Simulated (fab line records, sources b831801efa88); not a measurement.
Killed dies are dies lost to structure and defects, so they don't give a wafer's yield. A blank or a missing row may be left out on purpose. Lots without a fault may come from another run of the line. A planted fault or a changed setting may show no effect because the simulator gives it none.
Which tool did it? | flow sky130 | 13 lots, 39 wafers sampled, at 2 steps of a route of 708

WHAT THE GAUGES READ, wafer by wafer
The record holds no reading of a measuring or inspecting step that can be judged against a usual standard deviation.

WHICH TOOL RAN EACH LOT (tool, then ch and the chambers of the sampled wafers, then the start)
lot  | SKY_SONOS_ONO_CVD_04        | SKY_PAD_OPEN_PROBE_99
L822 | lpcvd-03 ch 1, day 11 07:19 | prober-01, day 45 11:07
L823 | lpcvd-03 ch 0, day 11 16:09 | prober-02, day 45 16:28
L826 | lpcvd-03 ch 0, day 12 15:31 | prober-01, day 46 09:37
L827 | lpcvd-03 ch 0, day 13 00:35 | prober-02, day 46 17:53
L828 | lpcvd-03 ch 1, day 13 09:41 | prober-01, day 48 02:31
L829 | lpcvd-03 ch 1, day 13 15:08 | prober-02, day 48 05:56
L830 | lpcvd-03 ch 1, day 14 00:01 | prober-02, day 48 08:12
L831 | lpcvd-03 ch 1, day 14 10:43 | prober-01, day 48 09:09
L832 | lpcvd-03 ch 0, day 14 14:55 | prober-01, day 48 06:25
L833 | lpcvd-03 ch 1, day 15 06:35 | prober-02, day 48 14:14
L834 | lpcvd-03 ch 0, day 15 11:59 | prober-01, day 48 14:19
L835 | lpcvd-03 ch 1, day 15 19:37 | prober-01, day 48 20:53
L838 | lpcvd-03 ch 1, day 16 20:43 | prober-01, day 49 09:31
- SKY_SONOS_ONO_CVD_04: deposits SiO2 from SiH4/N2O, target thk 5.7199 nm.
- SKY_PAD_OPEN_PROBE_99

WHAT THE TOOLS THEMSELVES READ (means of the sampled wafers that have a number; where no wafer has one, the mark that the record gives instead)
SKY_SONOS_ONO_CVD_04.
lot  | tool     | spike_tc_centre_C (C) | zone_power_centre_pct (%) | zone_power_top_pct (%) | zone_power_upper_pct (%)
L822 | lpcvd-03 | 899.8                 | 19.9                      | 31.3                   | 17.55
L823 | lpcvd-03 | 899.5                 | 20.5                      | 36.8                   | 17.48
L826 | lpcvd-03 | 898.1                 | 20.2                      | 36.9                   | 17.30
L827 | lpcvd-03 | 898.2                 | 20.5                      | 36.6                   | 17.42
L828 | lpcvd-03 | 899.6                 | 19.9                      | 31.3                   | 17.44
L829 | lpcvd-03 | 900.2                 | 20.0                      | 31.4                   | 17.38
L830 | lpcvd-03 | 899.1                 | 20.0                      | 31.3                   | 17.41
L831 | lpcvd-03 | 899.4                 | 19.9                      | 31.7                   | 17.36
L832 | lpcvd-03 | 899.2                 | 20.5                      | 37.1                   | 17.24
L833 | lpcvd-03 | 898.9                 | 20.0                      | 31.4                   | 17.60
L834 | lpcvd-03 | 898.1                 | 20.5                      | 37.1                   | 17.51
L835 | lpcvd-03 | 899.4                 | 20.0                      | 31.9                   | 17.54
L838 | lpcvd-03 | 916.7                 | 27.3                      | 31.9                   | 14.00

SKY_PAD_OPEN_PROBE_99.
lot  | tool      | killed_at_M0_to_M3 | killed_at_M4_up | killed_at_contacts | killed_at_front_end | killed_at_other | killed_dies | killed_open | killed_short
L822 | prober-01 | 40                 | 2.0             | 22                 | 15                  | 0.3             | 79          | 43          | 37
L823 | prober-02 | 44                 | 2.0             | 24                 | 16                  | 0.0             | 86          | 48          | 38
L826 | prober-01 | 39                 | 4.0             | 23                 | 15                  | 0.3             | 81          | 43          | 38
L827 | prober-02 | 40                 | 3.7             | 26                 | 11                  | 0.0             | 82          | 42          | 40
L828 | prober-01 | 43                 | 6.7             | 26                 | 15                  | 0.3             | 91          | 46          | 45
L829 | prober-02 | 38                 | 2.7             | 24                 | 21                  | 0.3             | 86          | 48          | 38
L830 | prober-02 | 37                 | 4.3             | 23                 | 16                  | 0.3             | 80          | 43          | 37
L831 | prober-01 | 51                 | 3.0             | 24                 | 19                  | 0.3             | 97          | 53          | 44
L832 | prober-01 | 39                 | 3.7             | 21                 | 15                  | 0.0             | 79          | 43          | 36
L833 | prober-02 | 44                 | 5.0             | 26                 | 13                  | 0.0             | 88          | 48          | 41
L834 | prober-01 | 46                 | 2.3             | 23                 | 13                  | 0.3             | 85          | 47          | 38
L835 | prober-01 | 38                 | 2.3             | 19                 | 17                  | 0.0             | 77          | 44          | 33
L838 | prober-01 | 48                 | 5.3             | 22                 | 20                  | 0.3             | 95          | 47          | 48

THE ANSWER, worked out from the rows above alone
Rule: what is usual is taken from the lots themselves. Put in order of their means at a reading, lots are off if they are a third of the lots or fewer, leave a main group of 4 or more, and stand apart from it by a gap of 3 or more times the standard deviation of the main group's means; of several such gaps the widest counts. A main group whose means are all the same, to the digits that the tables above print for the reading, isn't used. A lot without any number at a reading at which 4 lots or more have one is off too. The other lots that the step has rows for count as sound. The gauges are gone through in route order, then the tools' own readings, and for those a lot's mean is taken as printed above. The first step at which some lot is off is used, and at that step the reading that is off furthest; a lot without a number counts as furthest.
Off: L838, at SKY_SONOS_ONO_CVD_04 (zone_power_upper_pct). The main group: mean 17.44 %, standard deviation 0.1.
A tool fits if, at that step or a process step before it, it ran every lot that is off, and no sound lot after the first of them. One fits: lpcvd-03 at SKY_SONOS_ONO_CVD_04. Its last sound lot is L835 (day 15 19:37), its first lot that is off L838 (day 16 20:43): a fault that began between those two fits.
The tool's own readings at SKY_SONOS_ONO_CVD_04 bear it out: on the lots that are off they differ by more than 5 times the standard deviation of the sound lots' means. spike_tc_centre_C reads 916.7 C there against 899.1 C on the sound lots; zone_power_centre_pct reads 27.3 % there against 20.2 % on the sound lots; zone_power_upper_pct reads 14.00 % there against 17.44 % on the sound lots.

WHAT THE SIMULATOR HAD PUT IN
Process parameter drift: lpcvd-03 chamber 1, from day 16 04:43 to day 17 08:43, at SKY_SONOS_ONO_CVD_04. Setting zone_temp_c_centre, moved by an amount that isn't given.
Lots struck among those shown: L838. The rule above found the same.
